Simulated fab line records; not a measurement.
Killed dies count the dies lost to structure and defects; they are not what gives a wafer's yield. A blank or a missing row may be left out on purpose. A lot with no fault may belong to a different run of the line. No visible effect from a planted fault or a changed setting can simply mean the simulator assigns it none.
fab line records ; flow sky130
[record] lots = 7; wafers = 21; last-day = 50
route steps=708 shown METAL3@563 VIA3@573 PAD_OPEN@708
lots that met no fault: taken from a fault-free run of the same line
start-h: hours from the record's opening day to when the first of the lot's shown wafers began ; wait-h: hours elapsed since this lot's preceding step ; " repeats the value in the row above ; L1.1+2: one row covering several wafers at once ; - either no value or no given start ; * or withheld: withheld ; < > ~ a bound
route shown NAME@n: NAME is a module with steps in the file, n the number in the route of the first one ; usual: mean/standard deviation taken from wafers without a fault ; same: alike in all rows ; chamber/n: place in a boat ; sites: readings site by site ; _std_site: the values' standard deviation ; _edge_site: the outer-site mean with the inner-site mean subtracted ; radius-mm: how far each site lies from the wafer's centre ; mask NAME#n: copy n ; behind: the tool/chamber that last shaped the wafer ; hold: what put the lot on hold/how long, in hours/how the hold closed ; device: the n, p or np transistor that did not switch ; end of line: tests of these same wafers at the route's end ; for a step that has no rows: nothing shown but its recipe ; killed: at the first sort, the dies lost to defects and structure; wafer yield is something else ; map: the dies of a wafer, with x for killed, . for not killed, _ for no die there
set.NAME: the run value of the setting; set.NAME@STEP: its run value at that earlier step ; model.NAME: the simulator's own value behind a step, which no gauge read
lots seen at some steps along the route; tables by step, rows by wafer
services: a tool's chamber out of use, with start hour (start-h, from the record's first day; less than 0 if before it), hours out, and reason
[[steps]]
[step SKY_METAL3_CD_MEAS_13]
[recipe] target-cd-nm = 300
[usual] cd-nm = 299.9/1.7
lot.wafer;tool;chamber;start-h;wait-h;cd-nm
L718.4;cd-sem-02;-;1003.01;-;301.2
L718.5;cd-sem-02;-;1003.01;-;302.1
L718.6;cd-sem-02;-;1003.01;-;298.7
L721.1;cd-sem-02;-;1022.07;-;298.8
L721.5;cd-sem-02;-;1022.07;-;299.2
L721.6;cd-sem-02;-;1022.07;-;299.4
L723.3;cd-sem-01;-;1034.34;-;302.0
L723.5;cd-sem-01;-;1034.34;-;301.1
L723.6;cd-sem-01;-;1034.34;-;303.0
L724.3;cd-sem-01;-;1037.71;-;300.1
L724.5;cd-sem-01;-;1037.71;-;301.6
L724.6;cd-sem-01;-;1037.71;-;300.3
L725.1;cd-sem-01;-;1042.71;-;301.8
L725.2;cd-sem-01;-;1042.71;-;302.0
L725.4;cd-sem-01;-;1042.71;-;301.1
L726.1;cd-sem-02;-;1049.60;-;300.7
L726.3;cd-sem-02;-;1049.60;-;300.7
L726.5;cd-sem-02;-;1049.60;-;301.7
L727.2;cd-sem-01;-;1056.49;-;299.0
L727.4;cd-sem-01;-;1056.49;-;298.5
L727.5;cd-sem-01;-;1056.49;-;300.0
[step SKY_METAL3_OVL_MEAS_14]
[usual] METAL3_OVL = 1/5.2
lot.wafer;tool;chamber;start-h;wait-h;METAL3_OVL[nm]
L718.4;overlay-02;-;1003.09;0.1;-6
L718.5;overlay-02;-;1003.09;0.1;-2
L718.6;overlay-02;-;1003.09;0.1;3
L721.1;overlay-01;-;1022.19;0.1;-7
L721.5;overlay-01;-;1022.19;0.1;-3
L721.6;overlay-01;-;1022.19;0.1;-8
L723.3;overlay-01;-;1034.44;0.1;4
L723.5;overlay-01;-;1034.44;0.1;-1
L723.6;overlay-01;-;1034.44;0.1;-2
L724.3;overlay-02;-;1037.80;0.1;-5
L724.5;overlay-02;-;1037.80;0.1;-2
L724.6;overlay-02;-;1037.80;0.1;-1
L725.1;overlay-02;-;1042.83;0.1;-5
L725.2;overlay-02;-;1042.83;0.1;0
L725.4;overlay-02;-;1042.83;0.1;-2
L726.1;overlay-01;-;1049.72;0.1;-1
L726.3;overlay-01;-;1049.72;0.1;-5
L726.5;overlay-01;-;1049.72;0.1;-4
L727.2;overlay-02;-;1056.60;0.1;-4
L727.4;overlay-02;-;1056.60;0.1;-2
L727.5;overlay-02;-;1056.60;0.1;-4
[step SKY_METAL3_DESCUM_15]
[recipe] chemistry = O2; source-power-w = 150; bias-power-w = 0; pressure-mtorr = 10; temp-c = 40; time-s = 8
[usual] drypump-motor-current-A = 6.0/0.39; oes-product-au = 1.007/0.018
lot.wafer;tool;chamber;start-h;wait-h;drypump-motor-current-A;oes-product-au;rf-hours-counter-h
L718.4;rie-metal-04;1;1003.12;0.0;6.4;1.027;-
L718.5;rie-metal-04;1;1003.12;0.0;6.4;1.024;-
L718.6;rie-metal-04;0;1003.12;0.0;5.5;1.016;-
L721.1;rie-metal-03;0;1022.23;0.0;5.5;0.985;15
L721.5;rie-metal-03;0;1022.23;0.0;5.6;0.998;-
L721.6;rie-metal-03;1;1022.23;0.0;6.2;0.993;-
L723.3;rie-metal-01;0;1034.47;0.0;6.1;0.998;-
L723.5;rie-metal-01;1;1034.47;0.0;6.5;0.990;-
L723.6;rie-metal-01;0;1034.47;0.0;6.1;0.989;-
L724.3;rie-metal-04;1;1037.84;0.0;6.4;1.027;-
L724.5;rie-metal-04;0;1037.84;0.0;5.5;1.021;-
L724.6;rie-metal-04;1;1037.84;0.0;6.4;1.031;-
L725.1;rie-metal-03;1;1042.86;0.0;6.2;0.994;10
L725.2;rie-metal-03;0;1042.86;0.0;5.6;0.990;16
L725.4;rie-metal-03;0;1042.86;0.0;5.5;0.981;-
L726.1;rie-metal-04;1;1049.76;0.0;6.4;1.021;20
L726.3;rie-metal-04;0;1049.76;0.0;5.5;1.009;-
L726.5;rie-metal-04;1;1049.76;0.0;6.4;1.026;-
L727.2;rie-metal-04;0;1056.63;0.0;5.5;1.008;9
L727.4;rie-metal-04;0;1056.63;0.0;5.5;1.017;-
L727.5;rie-metal-04;1;1056.63;0.0;6.4;1.025;-
[step SKY_METAL3_ETCH_16]
[recipe] chemistry = N2/H2; target = BARC; ion-energy-ev = 200; bias-w = 100; pressure-mtorr = 30; n2-flow-sccm = 100; h2-flow-sccm = 200; icp-w = 500; stop-on = SiO2; time-s = 88.2; target-depth-a = 600
[usual] drypump-motor-current-A = 6.0/0.39; oes-product-au = 0.626/0.0047; throttle-valve-pct = 13.205/0.0087
lot.wafer;tool;chamber;start-h;wait-h;drypump-motor-current-A;oes-product-au;rf-hours-counter-h;throttle-valve-pct
L718.4;rie-metal-04;1;1003.18;0.0;6.4;0.635;-;13.200
L718.5;rie-metal-04;1;1003.18;0.0;6.4;0.624;-;13.204
L718.6;rie-metal-04;0;1003.18;0.0;5.5;0.631;-;13.211
L721.1;rie-metal-03;0;1022.26;0.0;5.6;0.630;15;13.206
L721.5;rie-metal-03;0;1022.26;0.0;5.6;0.630;-;13.195
L721.6;rie-metal-03;1;1022.26;0.0;6.2;0.624;-;13.196
L723.3;rie-metal-01;0;1034.53;0.0;6.2;0.621;-;13.218
L723.5;rie-metal-01;1;1034.53;0.0;6.5;0.634;-;13.190
L723.6;rie-metal-01;0;1034.53;0.0;6.2;0.621;-;13.216
L724.3;rie-metal-04;1;1037.89;0.0;6.4;0.628;-;13.204
L724.5;rie-metal-04;0;1037.89;0.0;5.5;0.623;-;13.202
L724.6;rie-metal-04;1;1037.89;0.0;6.4;0.630;-;13.187
L725.1;rie-metal-03;1;1042.89;0.0;6.2;0.621;10;13.208
L725.2;rie-metal-03;0;1042.89;0.0;5.6;0.625;16;13.204
L725.4;rie-metal-03;0;1042.89;0.0;5.6;0.627;-;13.195
L726.1;rie-metal-04;1;1049.79;0.0;6.4;0.620;20;13.218
L726.3;rie-metal-04;0;1049.79;0.0;5.5;0.630;-;13.206
L726.5;rie-metal-04;1;1049.79;0.0;6.4;0.629;-;13.214
L727.2;rie-metal-04;0;1056.66;0.0;5.5;0.626;9;13.210
L727.4;rie-metal-04;0;1056.66;0.0;5.5;0.639;-;13.195
L727.5;rie-metal-04;1;1056.66;0.0;6.4;0.632;-;13.210
[step SKY_METAL3_ETCH_17]
[recipe] target = SiO2; stop-on = TiN; chemistry = C4F8/O2/Ar; source-w = 1500; bias-w = 1200; pressure-mtorr = 40; c4f8-flow-sccm = withheld; O2_flow_sccm = 6; Ar_flow_sccm = 300; time-s = 3.9; target-depth-a = 150
[usual] oes-product-au = 0.742/0.0068
lot.wafer;tool;chamber;start-h;wait-h;oes-product-au;rf-hours-counter-h
L718.4;rie-diel-01;0;1003.25;0.0;0.731;-
L718.5;rie-diel-01;1;1003.25;0.0;0.749;-
L718.6;rie-diel-01;3;1003.25;0.0;0.744;-
L721.1;rie-diel-01;1;1022.36;0.1;0.733;9
L721.5;rie-diel-01;2;1022.36;0.1;0.737;-
L721.6;rie-diel-01;1;1022.36;0.1;0.740;-
L723.3;rie-diel-03;2;1034.59;0.0;0.745;19
L723.5;rie-diel-03;3;1034.59;0.0;0.754;-
L723.6;rie-diel-03;0;1034.59;0.0;0.753;-
L724.3;rie-diel-01;0;1037.96;0.0;0.734;9
L724.5;rie-diel-01;0;1037.96;0.0;0.745;-
L724.6;rie-diel-01;1;1037.96;0.0;0.757;-
L725.1;rie-diel-04;0;1042.99;0.1;0.731;12
L725.2;rie-diel-04;3;1042.99;0.1;0.737;13
L725.4;rie-diel-04;2;1042.99;0.1;0.736;19
L726.1;rie-diel-01;3;1049.89;0.1;0.737;9
L726.3;rie-diel-01;2;1049.89;0.1;0.734;8
L726.5;rie-diel-01;1;1049.89;0.1;0.739;-
L727.2;rie-diel-03;1;1056.76;0.1;0.745;9
L727.4;rie-diel-03;0;1056.76;0.1;0.745;12
L727.5;rie-diel-03;0;1056.76;0.1;0.744;-
[step SKY_METAL3_METAL_ETCH_18]
[recipe] target-depth-a = 8450; stop-on = SiO2; over-etch-frac = 0.3; time-s = 183.1; chemistry = Cl2/BCl3; resist-sidewall-deg = 88; pressure-mtorr = 10; icp-w = 900; bias-w = 48.5; Cl2_flow_sccm = 60; bcl3-flow-sccm = 30
[usual] drypump-motor-current-A = 6.2/0.34; oes-product-au = 0.864/0.0075; throttle-valve-pct = 22.264/0.0093
lot.wafer;tool;chamber;start-h;wait-h;drypump-motor-current-A;oes-product-au;rf-hours-counter-h;throttle-valve-pct
L718.4;rie-metal-03;0;1003.32;0.1;5.5;0.866;-;22.256
L718.5;rie-metal-03;0;1003.32;0.1;5.5;0.865;-;22.259
L718.6;rie-metal-03;1;1003.32;0.1;6.2;0.864;-;22.288
L721.1;rie-metal-01;0;1022.38;0.0;6.1;0.857;16;22.258
L721.5;rie-metal-01;0;1022.38;0.0;6.1;0.854;-;22.254
L721.6;rie-metal-01;1;1022.38;0.0;6.5;0.861;-;22.275
L723.3;rie-metal-04;1;1034.67;0.1;6.4;0.868;-;22.276
L723.5;rie-metal-04;1;1034.67;0.1;6.4;0.876;-;22.269
L723.6;rie-metal-04;0;1034.67;0.1;5.5;0.867;-;22.263
L724.3;rie-metal-01;1;1038.03;0.1;6.5;0.865;-;22.264
L724.5;rie-metal-01;0;1038.03;0.1;6.1;0.873;-;22.246
L724.6;rie-metal-01;1;1038.03;0.1;6.5;0.867;-;22.257
L725.1;rie-metal-01;1;1043.01;0.0;6.6;0.860;15;22.269
L725.2;rie-metal-01;0;1043.01;0.0;6.2;0.860;18;22.247
L725.4;rie-metal-01;0;1043.01;0.0;6.2;0.861;-;22.253
L726.1;rie-metal-01;1;1049.91;0.0;6.5;0.854;16;22.269
L726.3;rie-metal-01;1;1049.91;0.0;6.5;0.861;-;22.270
L726.5;rie-metal-01;1;1049.91;0.0;6.5;0.867;-;22.276
L727.2;rie-metal-03;0;1056.78;0.0;5.5;0.866;17;22.269
L727.4;rie-metal-03;0;1056.78;0.0;5.6;0.859;-;22.281
L727.5;rie-metal-03;1;1056.78;0.0;6.2;0.868;-;22.248
[step SKY_METAL3_STRIP_19]
[recipe] chemistry = O2/N2; power-w = 1400; pressure-mtorr = 1500; platen-temp-c = withheld; o2-flow-sccm = 3000; n2-flow-sccm = 300; overash-fraction = 0.5
[usual] drypump-motor-current-A = 5.5/0.39; oes-product-au = 0.502/0.007; strip-time-to-endpoint-s = 6.55/0.14
lot.wafer;tool;chamber;start-h;wait-h;drypump-motor-current-A;oes-product-au;rf-hours-counter-h;strip-time-to-endpoint-s
L718.4;plasma-asher-04;1;1003.47;0.1;5.0;0.508;-;6.61
L718.5;plasma-asher-04;0;1003.47;0.1;6.0;0.509;-;6.61
L718.6;plasma-asher-04;1;1003.47;0.1;5.0;0.499;-;6.55
L721.1;plasma-asher-03;0;1022.55;0.1;5.1;0.507;125;6.65
L721.5;plasma-asher-03;0;1022.55;0.1;5.1;0.504;-;6.67
L721.6;plasma-asher-03;1;1022.55;0.1;5.9;0.511;-;6.76
L723.3;plasma-asher-04;0;1034.82;0.1;6.0;0.494;-;6.33
L723.5;plasma-asher-04;0;1034.82;0.1;6.0;0.500;-;6.43
L723.6;plasma-asher-04;1;1034.82;0.1;5.1;0.506;-;6.51
L724.3;plasma-asher-03;1;1038.19;0.1;5.9;0.515;-;6.74
L724.5;plasma-asher-03;1;1038.19;0.1;5.9;0.507;-;6.68
L724.6;plasma-asher-03;0;1038.19;0.1;5.0;0.507;-;6.70
L725.1;plasma-asher-03;0;1043.19;0.1;5.0;0.504;127;6.68
L725.2;plasma-asher-03;1;1043.19;0.1;5.9;0.509;127;6.64
L725.4;plasma-asher-03;0;1043.19;0.1;5.1;0.508;-;6.64
L726.1;plasma-asher-04;1;1050.09;0.1;5.0;0.507;31;6.67
L726.3;plasma-asher-04;1;1050.09;0.1;5.0;0.512;-;6.64
L726.5;plasma-asher-04;1;1050.09;0.1;5.0;0.503;-;6.67
L727.2;plasma-asher-01;0;1056.96;0.1;5.7;0.500;63;6.66
L727.4;plasma-asher-01;1;1056.96;0.1;5.7;0.511;-;6.67
L727.5;plasma-asher-01;1;1056.96;0.1;5.6;0.505;-;6.62
[step SKY_METAL3_STRIP_20]
[recipe] chemistry = post-etch-residue-remover; time-s = 1200; temp-c = 72.5
[step SKY_METAL3_CLEAN_21]
[recipe] chemistry = IPA; time-s = 180; temp-c = 25
[step SKY_METAL3_CLEAN_22]
[recipe] chemistry = O3/DIW; dry = n2-spin
[step SKY_VIA3_HDPCVD_00]
[recipe] material = SiO2; target-thk-nm = 1635; sigma-open-frac = 0.3; time-s = 266.5; temp-c = 400; sih4-flow-sccm = 60; pressure-mtorr = 6
[step SKY_VIA3_THK_MEAS_01]
[recipe] reads = SiO2_of_VIA3_HDPCVD_00
[usual] VIA3_HDPCVD_THK = 1595/18
lot.wafer;tool;chamber;start-h;wait-h;VIA3_HDPCVD_THK[nm]
L718.4;film-metro-02;-;1004.23;0.0;1598
L718.5;film-metro-02;-;1004.23;0.0;1604
L718.6;film-metro-02;-;1004.23;0.0;1568
L721.1;film-metro-01;-;1023.42;0.1;1585
L721.5;film-metro-01;-;1023.42;0.1;1579
L721.6;film-metro-01;-;1023.42;0.1;1575
L723.3;film-metro-04;-;1035.57;0.1;1570
L723.5;film-metro-04;-;1035.57;0.1;1573
L723.6;film-metro-04;-;1035.57;0.1;1575
L724.3;film-metro-02;-;1038.93;0.1;1578
L724.5;film-metro-02;-;1038.93;0.1;1558
L724.6;film-metro-02;-;1038.93;0.1;1585
L725.1;film-metro-02;-;1043.95;0.1;1612
L725.2;film-metro-02;-;1043.95;0.1;1587
L725.4;film-metro-02;-;1043.95;0.1;1619
L726.1;film-metro-01;-;1050.85;0.1;1574
L726.3;film-metro-01;-;1050.85;0.1;1582
L726.5;film-metro-01;-;1050.85;0.1;1576
L727.2;film-metro-01;-;1057.73;0.1;1627
L727.4;film-metro-01;-;1057.73;0.1;1625
L727.5;film-metro-01;-;1057.73;0.1;1605
[step SKY_VIA3_CMP_02]
[recipe] material = SiO2; down-force-psi = 4; platen-rpm = 60; pad-velocity-m-s = 0.94248
[usual] edge-zone-pressure-frac = 1.000/0.0051; head-pressure-psi = 4.001/0.0088; motor-current-A = 12.0/0.87
lot.wafer;tool;chamber;start-h;wait-h;edge-zone-pressure-frac;head-pressure-psi;motor-current-A;model.SiO2_of_VIA3_HDPCVD_00.thk-nm
L718.4;cmp-01;3;1004.26;0.0;0.987;3.979;11.7;465.6
L718.6;cmp-01;3;1004.26;0.0;0.990;3.995;12.1;464.7
L718.5;cmp-01;0;1004.26;0.0;1.007;4.011;11.8;464.6
L721.1;cmp-01;1;1023.58;0.1;1.005;3.991;12.1;464.6
L721.5;cmp-01;3;1023.58;0.1;0.988;4.002;11.7;465.4
L721.6;cmp-01;0;1023.58;0.1;0.993;4.024;11.7;464.4
L723.3;cmp-01;1;1035.76;0.2;-;-;-;1571
L723.5;cmp-01;2;1035.76;0.2;-;-;-;1572
L723.6;cmp-01;3;1035.76;0.2;-;-;-;1576
L724.3;cmp-02;1;1039.07;0.1;-;-;-;1578
L724.6;cmp-02;3;1039.07;0.1;-;-;-;1585
L724.5;cmp-02;0;1039.07;0.1;-;-;-;1557
L725.1;cmp-01;1;1044.01;0.1;-;-;-;1611
L725.4;cmp-01;2;1044.01;0.1;-;-;-;1619
L725.2;cmp-01;0;1044.01;0.1;-;-;-;1586
L726.1;cmp-02;2;1050.96;0.1;0.999;3.994;11.4;465.4
L726.3;cmp-02;3;1050.96;0.1;1.002;3.993;11.5;465.3
L726.5;cmp-02;2;1050.96;0.1;0.994;3.999;11.3;464.8
L727.2;cmp-01;2;1057.78;0.0;1.003;4.005;10.9;465.8
L727.4;cmp-01;1;1057.78;0.0;0.994;4.011;12.2;464.3
L727.5;cmp-01;2;1057.78;0.0;1.002;4.007;10.2;466.4
[step SKY_VIA3_BOW_MEAS_03]
[recipe] mode = bow
[usual] VIA3_BOW = 78/7.8
lot.wafer;tool;chamber;start-h;wait-h;hold;VIA3_BOW[um]
L718.4;film-metro-04;-;1004.62;0.3;-;67
L718.5;film-metro-04;-;1004.62;0.3;-;82
L718.6;film-metro-04;-;1004.62;0.3;-;76
L721.1;film-metro-02;-;1023.78;0.1;-;80
L721.5;film-metro-02;-;1023.78;0.1;-;85
L721.6;film-metro-02;-;1023.78;0.1;-;80
L723.3;film-metro-02;-;1035.95;0.1;await-dispo/0.2h/release;147
L723.5;film-metro-02;-;1035.95;0.1;await-dispo/0.2h/release;151
L723.6;film-metro-02;-;1035.95;0.1;await-dispo/0.2h/release;156
L723.3;film-metro-02;-;1036.23;0.3;-;-
L723.5;film-metro-02;-;1036.23;0.3;-;-
L723.6;film-metro-02;-;1036.23;0.3;-;-
L724.3;film-metro-02;-;1039.31;0.2;await-dispo/0.2h/release;136
L724.5;film-metro-02;-;1039.31;0.2;await-dispo/0.2h/release;131
L724.6;film-metro-02;-;1039.31;0.2;await-dispo/0.2h/release;148
L724.3;film-metro-02;-;1039.60;0.3;-;-
L724.5;film-metro-02;-;1039.60;0.3;-;-
L724.6;film-metro-02;-;1039.60;0.3;-;-
L725.1;film-metro-02;-;1044.31;0.2;await-dispo/0.2h/release;127
L725.2;film-metro-02;-;1044.31;0.2;await-dispo/0.2h/release;130
L725.4;film-metro-02;-;1044.31;0.2;await-dispo/0.2h/release;145
L725.1;film-metro-02;-;1044.59;0.3;-;-
L725.2;film-metro-02;-;1044.59;0.3;-;-
L725.4;film-metro-02;-;1044.59;0.3;-;-
L726.1;film-metro-02;-;1051.21;0.2;-;69
L726.3;film-metro-02;-;1051.21;0.2;-;68
L726.5;film-metro-02;-;1051.21;0.2;-;77
L727.2;film-metro-04;-;1058.10;0.3;-;77
L727.4;film-metro-04;-;1058.10;0.3;-;84
L727.5;film-metro-04;-;1058.10;0.3;-;85
[step SKY_PAD_OPEN_PROBE_99]
[usual] defect-limited-yield = 82.2/2.2; killed_at_M0_to_M3 = 45/7.1; killed_at_M4_up = 3.0/1.8; killed-at-contacts = 24/5.4; killed-at-front-end = 16/4.9; killed-at-other = 0.3/0.63; killed-dies = 88/11; killed-open = 47/7.4; killed-short = 40/7; sort_bin_3_pad_short = 1.0/0.43; sort_bin_5_function = 10.6/1.7; sort_bin_6_memory = 6.3/1.1; sort-n-pass = 404/11; sort-yield-pct = 82.2/2.2
[same] gross-dies = 492; killed-at-back-side = 0; sort_bin_4_leakage[%] = 0; sort_bin_8_speed[%] = 0
lot.wafer;tool;chamber;start-h;wait-h;defect-limited-yield[%];killed_at_M0_to_M3;killed_at_M4_up;killed-at-contacts;killed-at-front-end;killed-at-other;killed-dies;killed-open;killed-short;sort_bin_3_pad_short[%];sort_bin_5_function[%];sort_bin_6_memory[%];sort-n-pass;sort-yield-pct[%]
L718.4;prober-01;-;1156.27;0.2;85.4;41;2;15;14;0;72;40;32;1.2;8.7;4.7;420;85.4
L718.5;prober-01;-;1156.32;0.2;84.1;43;3;20;12;0;78;38;40;1.0;8.9;5.9;414;84.1
L718.6;prober-01;-;1156.37;0.2;83.5;41;1;25;14;0;81;45;36;0.4;9.8;6.3;411;83.5
L721.1;prober-02;-;1173.20;0.1;79.3;63;0;23;16;0;102;55;46;0.8;11.8;8.1;390;79.3
L721.5;prober-02;-;1173.40;0.2;79.1;60;3;21;19;0;103;63;39;0.8;13.4;6.7;389;79.1
L721.6;prober-02;-;1173.45;0.2;78.9;56;5;27;16;0;104;59;45;1.0;12.4;7.7;388;78.9
L726.1;prober-01;-;1194.22;0.1;83.9;41;2;23;13;0;79;37;42;1.4;9.1;5.5;413;83.9
L726.3;prober-01;-;1194.32;0.2;85.0;26;3;28;17;0;74;38;36;1.8;8.3;4.9;418;85.0
L726.5;prober-01;-;1194.42;0.2;83.5;51;1;22;6;1;81;48;33;0.8;8.5;7.1;411;83.5
L727.2;prober-02;-;1197.56;0.1;79.5;51;0;33;17;0;101;52;49;1.0;12.2;7.3;391;79.5
L727.4;prober-02;-;1197.66;0.2;86.4;34;4;20;9;0;67;39;28;0.6;7.1;5.9;425;86.4
L727.5;prober-02;-;1197.71;0.2;83.9;40;5;24;10;0;79;44;35;0.6;10.4;5.1;413;83.9
// killed by level:class
L718.4 CONTACT:geometric-particle:open=8 VIA1:geometric-particle:open=8 VIA3:geometric-particle:open=7 FIELD_ISO:geometric-particle:short=6 METAL1:geometric-particle:short=6 METAL2:geometric-particle:short=5 VIA2:geometric-particle:short=4 FIELD_ISO:geometric-particle:open=3
L718.5 METAL1:geometric-particle:short=10 VIA3:geometric-particle:open=9 VIA1:geometric-particle:open=6 CONTACT:geometric-particle:open=6 FIELD_ISO:geometric-particle:short=5 LI_CONTACT:geometric-particle:open=5 LOCAL_INTERCONNECT:geometric-particle:short=4 VIA2:geometric-particle:open=4
L718.6 CONTACT:geometric-particle:open=11 VIA1:geometric-particle:open=11 VIA2:geometric-particle:open=6 POLY_GATE:geometric-particle:open=5 LI_CONTACT:geometric-particle:open=5 METAL2:geometric-particle:short=5 METAL1:geometric-particle:short=5 LI_CONTACT:geometric-particle:short=4
L721.1 VIA1:geometric-particle:open=15 VIA2:geometric-particle:open=11 CONTACT:geometric-particle:open=7 VIA1:geometric-particle:short=7 METAL2:geometric-particle:short=6 LI_CONTACT:geometric-particle:open=5 LOCAL_INTERCONNECT:geometric-particle:short=5 METAL1:geometric-particle:short=5
L721.5 VIA1:geometric-particle:open=19 VIA2:geometric-particle:open=12 POLY_GATE:geometric-particle:open=7 CONTACT:geometric-particle:open=6 VIA1:geometric-particle:short=6 VIA2:geometric-particle:short=5 LI_CONTACT:geometric-particle:open=5 METAL1:geometric-particle:short=4
L721.6 VIA2:geometric-particle:open=13 LI_CONTACT:geometric-particle:open=12 VIA1:geometric-particle:open=10 CONTACT:geometric-particle:short=7 VIA1:geometric-particle:short=6 METAL3:geometric-particle:short=6 VIA3:geometric-particle:open=6 POLY_GATE:geometric-particle:open=5
L726.1 CONTACT:geometric-particle:short=11 VIA2:geometric-particle:open=10 CONTACT:geometric-particle:open=8 METAL2:geometric-particle:short=6 VIA1:geometric-particle:open=5 FIELD_ISO:geometric-particle:short=4 VIA2:geometric-particle:short=4 VIA3:geometric-particle:short=4
L726.3 LI_CONTACT:geometric-particle:open=8 CONTACT:geometric-particle:short=7 FIELD_ISO:geometric-particle:short=6 VIA1:geometric-particle:open=6 VIA3:geometric-particle:open=6 LOCAL_INTERCONNECT:geometric-particle:short=5 CONTACT:geometric-particle:open=5 FIELD_ISO:geometric-particle:open=4
L726.5 CONTACT:geometric-particle:open=11 VIA3:geometric-particle:open=11 VIA1:geometric-particle:open=8 METAL2:geometric-particle:short=7 VIA2:geometric-particle:open=6 LI_CONTACT:geometric-particle:open=5 VIA2:geometric-particle:short=5 CONTACT:geometric-particle:short=4
L727.2 VIA3:geometric-particle:open=11 CONTACT:geometric-particle:open=10 VIA1:geometric-particle:short=8 VIA1:geometric-particle:open=8 FIELD_ISO:geometric-particle:short=6 CONTACT:geometric-particle:short=6 METAL1:geometric-particle:short=6 VIA2:geometric-particle:open=6
L727.4 VIA1:geometric-particle:open=9 CONTACT:geometric-particle:open=7 VIA3:geometric-particle:open=6 METAL2:geometric-particle:short=6 LI_CONTACT:geometric-particle:open=4 FIELD_ISO:geometric-particle:short=3 VIA1:geometric-particle:short=3 LI_CONTACT:geometric-particle:short=3
L727.5 VIA1:geometric-particle:open=10 LI_CONTACT:geometric-particle:open=9 VIA2:geometric-particle:open=8 CONTACT:geometric-particle:open=7 VIA1:geometric-particle:short=6 METAL2:geometric-particle:short=5 POLY_GATE:geometric-particle:open=4 VIA3:geometric-particle:short=4
[[services]]
tool;chamber;start-h;hours;kind
rie-diel-01;2;996.62;12.7;repair
plasma-asher-01;-;1001.45;5.4;repair
cmp-01;-;1002.77;0.5;repair
cmp-01;-;1007.35;0.9;repair
rie-metal-01;1;1009.97;11.8;repair
cmp-02;-;1017.92;1.8;repair
cmp-01;-;1025.25;1.5;repair
rie-metal-03;-;1037.41;2.4;repair
plasma-asher-01;-;1038.69;1.6;repair
plasma-asher-04;-;1052.34;10.4;repair
plasma-asher-03;-;1055.25;9.0;pm
plasma-asher-03;0;1055.25;9.0;vent-cycle
plasma-asher-03;1;1055.25;9.0;vent-cycle
[[key]]
[first-sign] step = SKY_VIA3_CMP_02; reading = tool-record; direction = missing
[effect] step = SKY_VIA3_BOW_MEAS_03; reading = visit; direction = added
[effect] step = SKY_VIA3_BOW_MEAS_03; reading = VIA3_BOW; direction = up; sigmas = 8; usual = 78; struck = 141
[model-effect] step = SKY_VIA3_CMP_02; value = SiO2_of_VIA3_HDPCVD_00.thk-nm; without = 464.9; struck = 1584
met-at SKY_VIA3_CMP_02
struck-wafers L723.3,L723.5,L723.6,L724.3,L724.5,L724.6,L725.1,L725.2,L725.4
scrapped-behind SKY_VIA3_BOW_MEAS_03 L723.3,L723.5,L723.6,L724.3,L724.5,L724.6,L725.1,L725.2,L725.4
onset-between 1023.58 1035.76
[fault] kind = skipped-step-whole; tool = cmp-01,cmp-02; chamber = -; onset-h = 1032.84; steps = SKY_VIA3_CMP_02; scope = struck-lots-only
